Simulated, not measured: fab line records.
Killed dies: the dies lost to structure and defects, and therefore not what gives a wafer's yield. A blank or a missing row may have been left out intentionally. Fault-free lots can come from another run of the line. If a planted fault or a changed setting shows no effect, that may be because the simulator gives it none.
Comparing a struck lot with a sound one + flow sky130 + 43 steps out of a route of 708
Sound: the wafers L126.2, L126.4, L126.5. The struck wafers were L125.1, L125.3, L125.6. Last of all comes the cause.
Order at every step that has rows: each side's tool, ch and its chambers, its first start. Under that, the readings that differ: sound wafers + struck wafers + difference of the means + sigmas: that difference in standard deviations of wafers without a fault.
alike: same words and numbers on both sides, and readings whose means sit less than 2 such deviations apart. not compared: any withheld reading, any reading some wafer has no value for, any bound like >300 that may hide the same value, and any number with overlapping values for which the record gives no deviation.
The two part at a step that has a row with sigmas, a row that says differs or no value, or rows on one side only. Non-overlapping numbers with no deviation appear without sigmas and do not part them. A reading missing from all wafers of one side parts the sides only when that side holds two or more wafers.

first, 2 steps without rows for these wafers: SKY_DNWELL_DEVELOP_06 (develop time 60 s); SKY_DNWELL_IMPLANT_07.
SKY_DNWELL_STRIP_08: strips in O2/N2.
  sound on plasmaAsher-03 ch 0,1, day 6 12:54; struck on plasmaAsher-04 ch 0,1, day 6 06:35
  alike: drypumpMotorCurrentA, oesProductAu, stripTimeToEndpointS
  not compared: rfHoursCounterH
SKY_DNWELL_TW_MEAS_09:
  struck on filmMetro-03, day 6 06:41; sound on filmMetro-01, day 6 13:01
  alike: DNWELL_TW
then, 7 steps without rows for these wafers: SKY_PWDE_DEHYDRATE_00 (time 60 s); SKY_PWDE_HMDS_01 (prime time 60 s); SKY_PWDE_COAT_02 (resist thk 3000 nm); SKY_PWDE_SOFTBAKE_03; SKY_PWDE_EXPOSE_04 (exposes mask PWDEM, target cd 840 nm); SKY_PWDE_PEB_05; SKY_PWDE_DEVELOP_06 (develop time 60 s).
SKY_PWDE_OVL_MEAS_07:
  struck on overlay-01, day 7 01:34; sound on overlay-02, day 7 08:35
  alike: PWDE_OVL
SKY_PWDE_IMPLANT_08:
  sound on implanter-04 ch 0, day 7 08:38; struck on implanter-01 ch 0, day 7 01:37
| reading                       | sound                      | struck                        | difference | sigmas      |
|-------------------------------|----------------------------|-------------------------------|------------|-------------|
| beamOnS (s)                   | 10.05 10.22 10.29          | 11.15 10.84 10.92             | +0.78      | +4          |
| endStationPressureTorr (Torr) | 5.35e-06 4.88e-06 5.06e-06 | 6.785e-05 6.945e-05 6.714e-05 | +6.305e-05 | +99 or more |
| faradayCurrentUA              | 20.1 19.8 19.7             | 17.6 18.1 18.0                | -2.0       | -5          |
SKY_PWDE_STRIP_09: strips in O2/N2.
  sound on plasmaAsher-01 ch 0,1, day 7 08:46; struck on plasmaAsher-01 ch 0,1, day 7 01:46
  alike: drypumpMotorCurrentA, oesProductAu, stripTimeToEndpointS
  not compared: rfHoursCounterH
SKY_PWDE_TW_MEAS_10:
  struck on filmMetro-01, day 7 02:11; sound on filmMetro-03, day 7 08:52
| reading | sound             | struck            | difference | sigmas |
|---------|-------------------|-------------------|------------|--------|
| PWDE_TW | 373.1 376.3 374.2 | 387.3 387.0 387.0 | +12.6      | +6     |
  not compared: hold
then, 6 steps without rows for these wafers: SKY_NWELL_HMDS_04 (prime time 60 s); SKY_NWELL_COAT_05 (resist thk 3000 nm); SKY_NWELL_SOFTBAKE_06; SKY_NWELL_EXPOSE_07 (exposes mask NWM, target cd 840 nm); SKY_NWELL_PEB_08; SKY_NWELL_DEVELOP_09 (develop time 60 s).
SKY_NWELL_OVL_MEAS_10:
  struck on overlay-02, day 7 21:53; sound on overlay-01, day 8 04:43
  alike: NWELL_00_OVL
then, 3 steps without rows for these wafers: SKY_NWELL_IMPLANT_11; SKY_NWELL_IMPLANT_12; SKY_NWELL_IMPLANT_13.
SKY_NWELL_STRIP_14: strips in O2/N2.
  sound on plasmaAsher-01 ch 1, day 8 05:11; struck on plasmaAsher-01 ch 0,1, day 7 22:23
  alike: drypumpMotorCurrentA, oesProductAu, stripTimeToEndpointS
  not compared: rfHoursCounterH
SKY_NWELL_TW_MEAS_15:
  struck on filmMetro-01, day 7 22:29; sound on filmMetro-03, day 8 05:18
  alike: NWELL_TW
then, 7 steps without rows for these wafers: SKY_NWELL_DEHYDRATE_16 (time 60 s); SKY_NWELL_HMDS_17 (prime time 60 s); SKY_NWELL_COAT_18 (resist thk 3000 nm); SKY_NWELL_SOFTBAKE_19; SKY_NWELL_EXPOSE_20 (exposes mask NWM COMPLEMENT, target cd 840 nm); SKY_NWELL_PEB_21; SKY_NWELL_DEVELOP_22 (develop time 60 s).
SKY_NWELL_OVL_MEAS_23:
  struck on overlay-02, day 8 18:53; sound on overlay-01, day 9 02:17
  alike: NWELL_01_OVL
after that, 1 step had no rows for these wafers: SKY_NWELL_IMPLANT_24.
SKY_NWELL_STRIP_25: strips in O2/N2.
  sound on plasmaAsher-01 ch 0,1, day 9 02:28; struck on plasmaAsher-03 ch 0,1, day 8 19:05
  alike: drypumpMotorCurrentA, oesProductAu, stripTimeToEndpointS
  not compared: rfHoursCounterH
SKY_NWELL_TW_MEAS_26:
  struck on filmMetro-01, day 8 19:11; sound on filmMetro-01, day 9 02:34
  alike: NWELL_2_TW
then, 1 step without rows for these wafers: SKY_NWELL_CLEAN_27 (cleans in SC1/SC2, time 150 s).
SKY_NWELL_RTA_28: time 30 s.
  sound on rtpAnneal-01 ch 0, day 9 02:41; struck on rtpAnneal-02 ch 0, day 8 19:17
| reading          | sound             | struck            | difference | sigmas |
|------------------|-------------------|-------------------|------------|--------|
| lampPowerPct (%) | 25.35 25.39 25.34 | 25.23 25.23 25.32 | -0.10      | -2     |
  alike: annealTempCMax, chamberO2Ppm, wafer_temp_C_max
SKY_NWELL_RS_MEAS_29: the measuring method here is four-point-probe.
  struck on filmMetro-03, day 8 19:23; sound on filmMetro-03, day 9 02:47
  alike: NWELL_RS
SKY_NWELL_RS_MEAS_31: the measuring method here is four-point-probe.
  struck on filmMetro-03, day 8 19:55; sound on filmMetro-03, day 9 03:02
| reading          | sound          | struck         | difference | sigmas |
|------------------|----------------|----------------|------------|--------|
| PWDE_RS (ohm/sq) | 5294 5283 5293 | 4893 4880 4886 | -404       | -22    |
  not compared: hold
-- the record jumps here: 41 days lie between the struck wafers' starts before and after (it left off in module NWELL and takes up again in module PAD_OPEN, whose first step shown is number 708 of the route) --
SKY_PAD_OPEN_PROBE_99:
  struck on prober-01, day 49 15:13; sound on prober-02, day 49 18:01
| reading                              | sound          | struck         | difference | sigmas |
|--------------------------------------|----------------|----------------|------------|--------|
| model.etest.resPwdeUnderGate.rsOhmSq | 6200 6153 6146 | 5611 5546 5590 | -584       |        |
  alike: killed_at_M0_to_M3, killed_at_M4_up, killedAtContacts, killedAtFrontEnd, killedAtOther, killedDies, killedOpen, killedShort

== WHERE THEY PART ==
First at SKY_PWDE_IMPLANT_08; last, within this record, at SKY_NWELL_RS_MEAS_31. Later steps at which nothing parts them and some readings are alike: SKY_PAD_OPEN_PROBE_99.

WHY: what had been put in by the simulator
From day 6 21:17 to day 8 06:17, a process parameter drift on implanter-01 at SKY_PWDE_IMPLANT_08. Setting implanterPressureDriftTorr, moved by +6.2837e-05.
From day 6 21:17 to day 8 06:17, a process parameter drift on implanter-01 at SKY_PWDE_IMPLANT_08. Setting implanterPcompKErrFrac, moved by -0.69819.
